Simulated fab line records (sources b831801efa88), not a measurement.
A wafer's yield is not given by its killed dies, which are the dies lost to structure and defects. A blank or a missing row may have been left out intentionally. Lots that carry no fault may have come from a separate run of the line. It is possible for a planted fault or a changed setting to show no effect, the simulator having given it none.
What tool caused it? + flow sky130 + 14 lots with 42 wafers sampled at 3 steps, on a route of 708 steps

== WHAT THE GAUGES READ, wafer by wafer ==
SKY_SD_N_RS_MEAS_16: measures by four-point-probe. Usual: SD_N_RS typically reads 68.57 ohm/sq, with standard deviation 0.13.
| lot  | measured     | on            | SD_N_RS (ohm/sq)  | flag |
|------|--------------|---------------|-------------------|------|
| L842 | day 28 10:24 | film-metro-03 | 68.55 68.54 68.61 |      |
| L843 | day 28 18:37 | film-metro-02 | 68.51 68.64 68.74 |      |
| L847 | day 30 03:26 | film-metro-04 | 61.27 61.23 61.17 | OFF  |
| L851 | day 31 14:20 | film-metro-04 | 61.28 61.33 61.27 | OFF  |
| L853 | day 32 00:49 | film-metro-03 | 68.52 68.56 68.71 |      |
| L854 | day 32 07:37 | film-metro-03 | 68.72 68.45 68.58 |      |
| L855 | day 32 17:47 | film-metro-04 | 68.48 68.28 68.40 |      |
| L858 | day 33 21:50 | film-metro-03 | 68.63 68.66 68.55 |      |
| L859 | day 34 06:02 | film-metro-03 | 68.73 68.82 68.71 |      |
| L860 | day 34 18:14 | film-metro-03 | 68.66 68.71 68.80 |      |
| L861 | day 34 19:59 | film-metro-03 | 68.58 68.70 68.75 |      |
| L862 | day 35 01:44 | film-metro-03 | 68.71 68.66 68.52 |      |
| L863 | day 35 06:05 | film-metro-03 | 68.55 68.71 68.59 |      |
| L864 | day 35 11:53 | film-metro-04 | 68.50 68.46 68.68 |      |

== TOOL THAT RAN EACH LOT (tool first, then ch and the chambers of the sampled wafers, then the start) ==
| lot  | SKY_SD_N_IMPLANT_09             | SKY_SD_N_STRIP_11                    |
|------|---------------------------------|--------------------------------------|
| L842 | implanter-02 ch 0, day 28 09:43 | plasma-asher-01 ch 0,1, day 28 09:59 |
| L843 | implanter-03 ch 0, day 28 17:56 | plasma-asher-02 ch 0,1, day 28 18:13 |
| L847 | implanter-04 ch 0, day 30 02:46 | plasma-asher-01 ch 0,1, day 30 03:02 |
| L851 | implanter-04 ch 0, day 31 13:38 | plasma-asher-02 ch 0,1, day 31 13:56 |
| L853 | implanter-02 ch 0, day 32 00:08 | plasma-asher-03 ch 0,1, day 32 00:25 |
| L854 | implanter-02 ch 0, day 32 06:53 | plasma-asher-01 ch 0,1, day 32 07:11 |
| L855 | implanter-03 ch 0, day 32 17:07 | plasma-asher-02 ch 0, day 32 17:25   |
| L858 | implanter-02 ch 0, day 33 21:08 | plasma-asher-02 ch 0,1, day 33 21:26 |
| L859 | implanter-04 ch 0, day 34 05:20 | plasma-asher-03 ch 0,1, day 34 05:38 |
| L860 | implanter-03 ch 0, day 34 17:32 | plasma-asher-03 ch 0,1, day 34 17:50 |
| L861 | implanter-04 ch 0, day 34 19:17 | plasma-asher-03 ch 0,1, day 34 19:35 |
| L862 | implanter-04 ch 0, day 35 01:04 | plasma-asher-03 ch 0,1, day 35 01:22 |
| L863 | implanter-02 ch 0, day 35 05:25 | plasma-asher-02 ch 0,1, day 35 05:41 |
| L864 | implanter-02 ch 0, day 35 11:13 | plasma-asher-01 ch 0,1, day 35 11:29 |
- SKY_SD_N_IMPLANT_09
- SKY_SD_N_STRIP_11: strips in O2/N2.

== WHAT THE TOOLS THEMSELVES READ (means of the sampled wafers that have a number; where no wafer has one, the mark that the record gives instead) ==
SKY_SD_N_IMPLANT_09. Usual: 50.001 for beam-energy-keV, sd 0.018.
| lot  | tool         | beam-energy-keV | flag |
|------|--------------|-----------------|------|
| L842 | implanter-02 | 50.025          |      |
| L843 | implanter-03 | 49.972          |      |
| L847 | implanter-04 | 61.376          | OFF  |
| L851 | implanter-04 | 61.375          | OFF  |
| L853 | implanter-02 | 50.001          |      |
| L854 | implanter-02 | 50.006          |      |
| L855 | implanter-03 | 49.972          |      |
| L858 | implanter-02 | 50.008          |      |
| L859 | implanter-04 | 50.015          |      |
| L860 | implanter-03 | 50.006          |      |
| L861 | implanter-04 | 50.007          |      |
| L862 | implanter-04 | 50.015          |      |
| L863 | implanter-02 | 50.008          |      |
| L864 | implanter-02 | 50.022          |      |

SKY_SD_N_STRIP_11. Usual: drypump-motor-current-A 5.7 A, standard deviation 0.46; oes-product-au 0.526 a.u., standard deviation 0.0042; strip-time-to-endpoint-s 22.36 s, standard deviation 0.037.
| lot  | tool            | drypump-motor-current-A (A) | oes-product-au (a.u.) | strip-time-to-endpoint-s (s) | flag |
|------|-----------------|-----------------------------|-----------------------|------------------------------|------|
| L842 | plasma-asher-01 | 5.3                         | 0.526                 | 22.36                        |      |
| L843 | plasma-asher-02 | 5.6                         | 0.528                 | 22.33                        |      |
| L847 | plasma-asher-01 | 5.3                         | 0.504                 | 24.09                        | OFF  |
| L851 | plasma-asher-02 | 5.6                         | 0.509                 | 24.10                        | OFF  |
| L853 | plasma-asher-03 | 6.1                         | 0.525                 | 22.36                        |      |
| L854 | plasma-asher-01 | 5.4                         | 0.523                 | 22.38                        |      |
| L855 | plasma-asher-02 | 5.6                         | 0.531                 | 22.32                        |      |
| L858 | plasma-asher-02 | 5.6                         | 0.525                 | 22.39                        |      |
| L859 | plasma-asher-03 | 6.0                         | 0.525                 | 22.36                        |      |
| L860 | plasma-asher-03 | 6.0                         | 0.525                 | 22.39                        |      |
| L861 | plasma-asher-03 | 6.4                         | 0.519                 | 22.39                        |      |
| L862 | plasma-asher-03 | 6.4                         | 0.526                 | 22.37                        |      |
| L863 | plasma-asher-02 | 5.6                         | 0.525                 | 22.40                        |      |
| L864 | plasma-asher-01 | 5.3                         | 0.522                 | 22.34                        |      |

== THE ANSWER, worked out from the rows above alone ==
Rule: a lot is off if the mean of its wafers that have a number lies more than 3 standard deviations from the usual mean. Also off: a lot with no number at a reading for which 4 or more lots have one. Where the step has rows for the other lots, those lots are counted as sound. The gauges are gone through in route order, then the tools' own readings, and for those a lot's mean is taken as printed above. The first step at which some lot is off is used, and at that step the reading that is off furthest; a lot without a number counts as furthest.
Off: L847, L851, at SKY_SD_N_RS_MEAS_16 (SD_N_RS).
A tool fits if, at a process step before that reading, it ran every lot that is off, and no sound lot after the first of them. The gauges at SKY_SD_N_RS_MEAS_16 aren't tried: what is off there is off at SKY_SD_N_IMPLANT_09 too, on other tools, and a gauge's error can't cause that. None of those tried fits.

== WHAT THE SIMULATOR PUT IN ==
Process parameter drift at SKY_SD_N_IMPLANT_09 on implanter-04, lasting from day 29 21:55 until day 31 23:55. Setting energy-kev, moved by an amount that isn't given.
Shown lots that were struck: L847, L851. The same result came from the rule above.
